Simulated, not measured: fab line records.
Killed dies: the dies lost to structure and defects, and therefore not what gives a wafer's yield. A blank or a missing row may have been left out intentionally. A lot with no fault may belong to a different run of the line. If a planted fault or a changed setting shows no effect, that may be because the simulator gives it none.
Matching of chambers :: flow sky130 :: cmp-01 running SKY_CONTACT_CMP_04: 4 sister chambers
The step polishes SiO2. 8 wafers are shown with their chamber, then 10 later ones without.

WAFERS WITH THEIR CHAMBER
wafer: L079.2
chamber: 3
motor_current_A (A): 13.0
time_to_endpoint_s (s): 79

wafer: L081.1
chamber: 3
motor_current_A (A): 13.3
time_to_endpoint_s (s): 83

wafer: L081.3
chamber: 1
motor_current_A (A): 12.5
time_to_endpoint_s (s): 82

wafer: L081.4
chamber: 2
motor_current_A (A): 11.6
time_to_endpoint_s (s): 75

wafer: L085.2
chamber: 2
motor_current_A (A): 11.8
time_to_endpoint_s (s): 85

wafer: L085.4
chamber: 1
motor_current_A (A): 12.1
time_to_endpoint_s (s): 93

wafer: L088.3
chamber: 0
motor_current_A (A): 10.9
time_to_endpoint_s (s): 93

wafer: L088.5
chamber: 0
motor_current_A (A): 10.8
time_to_endpoint_s (s): 92

WAFERS MISSING THEIR CHAMBER
wafer: L088.6
motor_current_A (A): 12.9
time_to_endpoint_s (s): 89

wafer: L091.4
motor_current_A (A): 13.2
time_to_endpoint_s (s): 79

wafer: L091.5
motor_current_A (A): 12.8
time_to_endpoint_s (s): 81

wafer: L091.6
motor_current_A (A): 12.1
time_to_endpoint_s (s): 82

wafer: L094.1
motor_current_A (A): 11.6
time_to_endpoint_s (s): 82

wafer: L094.2
motor_current_A (A): 12.2
time_to_endpoint_s (s): 90

wafer: L094.5
motor_current_A (A): 12.1
time_to_endpoint_s (s): 86

wafer: L097.2
motor_current_A (A): 11.7
time_to_endpoint_s (s): 80

wafer: L097.3
motor_current_A (A): 12.3
time_to_endpoint_s (s): 85

wafer: L097.4
motor_current_A (A): 10.5
time_to_endpoint_s (s): 99

CHAMBER TAKEN BY EACH
wafer: L088.6
from the rows above: can't be placed: 3 or 1
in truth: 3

wafer: L091.4
from the rows above: 3
in truth: 3

wafer: L091.5
from the rows above: can't be placed: 3 or 1
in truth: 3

wafer: L091.6
from the rows above: can't be placed: 1 or 2
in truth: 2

wafer: L094.1
from the rows above: 2
in truth: 2

wafer: L094.2
from the rows above: 1
in truth: 1

wafer: L094.5
from the rows above: can't be placed: 1 or 2
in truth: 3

wafer: L097.2
from the rows above: 2
in truth: 2

wafer: L097.3
from the rows above: 1
in truth: 1

wafer: L097.4
from the rows above: 0
in truth: 0
Placed correctly: 6 of 10. Cannot be placed on the basis of these rows: 4; the candidates contain the true chamber in 3. Wrongly placed: 0.
How it was worked out, from the rows above alone: a wafer's distance from a chamber is the root of the sum, over the readings, of the square of ((its reading less the chamber's mean) divided by the reading's scatter). The wafer belongs to the nearest chamber; if the next one is less than 2 further off, it can't be placed. A chamber's mean is the mean of its shown wafers. The scatter: take each reading less its chamber's mean, square it, sum over the shown wafers, divide by the number of wafers less the number of chambers, and take the root.
